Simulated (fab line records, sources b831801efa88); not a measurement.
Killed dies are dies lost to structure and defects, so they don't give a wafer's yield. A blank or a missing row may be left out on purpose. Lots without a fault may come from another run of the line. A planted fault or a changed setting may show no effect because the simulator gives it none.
One fault seen from 2 desks | flow gf180mcu | each desk has only its own numbers; what lay behind them comes last

THE METROLOGY DESK
What the gauges read, lot by lot, whatever tool the lot ran on: means of the sampled wafers that have a number. A lot is out of limits, marked OUT, if its mean lies more than 4 standard deviations from the usual mean; the brackets give that distance.
Columns: A = DUAL_GATE_OVL at GF_DUAL_GATE_OVL_MEAS_11, usual 0.3 nm; B = SAB_CVD_00_THK at GF_SAB_THK_MEAS_01, usual 49.8 nm; C = cd_nm at GF_SAB_CD_MEAS_09, usual 420.4 nm
lot  | first seen here | A    | B               | C
L425 | day 8 07:26     | 1.4  | 50.6            | 420.7
L427 | day 8 21:37     | 0.6  | 48.9            | 421.0
L428 | day 9 03:04     | 1.5  | 50.2            | 417.2
L429 | day 9 10:53     | 0.3  | 49.8            | 418.4
L430 | day 9 18:03     | 0.6  | 49.5            | 417.7
L431 | day 10 00:59    | 0.6  | 49.8            | 423.4
L432 | day 10 09:31    | 1.5  | 49.3            | 418.6
L434 | day 11 01:49    | 0.4  | 49.6            | 418.8
L435 | day 11 04:04    | 0.5  | 48.5            | 423.0
L436 | day 11 12:19    | 0.9  | 49.8            | 423.1
L437 | day 11 18:58    | 1.0  | 49.7            | 422.0
L444 | day 13 19:56    | 0.2  | 44.1 (-7.2) OUT | 421.9
L445 | day 14 02:31    | 1.4  | 43.9 (-7.5) OUT | 421.1
L447 | day 14 15:00    | -1.3 | 45.8 (-5.1) OUT | 419.9
This desk's finding: out of limits on L444, L445, L447; first on L444, day 20 22:19 (SAB_CVD_00_THK at GF_SAB_THK_MEAS_01). In limits: L425, L427, L428, L429, L430, L431, L432, L434, L435, L436, L437.

THE TOOL OWNER'S DESK: pecvd-01
The tool's own readings at GF_SAB_CVD_00 (deposits SiO2 from TEOS, target thk 50 nm, time 4.9302 s): means of the sampled wafers that have a number, for each lot that ran on this tool. A lot is out of limits, marked OUT, if its mean lies more than 4 standard deviations from the usual mean; the brackets give that distance.
Columns: A = heater_power_w at GF_SAB_CVD_00, usual 666 W
lot  | first seen here | A
L427 | day 14 23:37    | 619
L432 | day 16 21:53    | 649
L435 | day 17 19:16    | 516
L436 | day 18 02:06    | 585
L444 | day 20 22:16    | 660
L445 | day 21 02:40    | 657
L447 | day 21 18:45    | 555
This desk's finding: nothing out of limits on any of the 7 lots.

PUT TOGETHER
The metrology desk could have raised an alarm at day 20 22:19, on L444, L445, L447.
The tool owner's desk saw nothing out of limits.
The tool owner's desk has L444, L445, L447 on record, within its limits.
Of the lots named, all ran GF_SAB_CVD_00 on pecvd-01.

WHAT THE SIMULATOR HAD PUT IN
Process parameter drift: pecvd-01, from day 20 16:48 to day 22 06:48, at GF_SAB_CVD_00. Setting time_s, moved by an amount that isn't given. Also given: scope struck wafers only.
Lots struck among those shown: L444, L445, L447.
Hours from the fault's start to each desk's first reading out of limits: the metrology desk, 6.
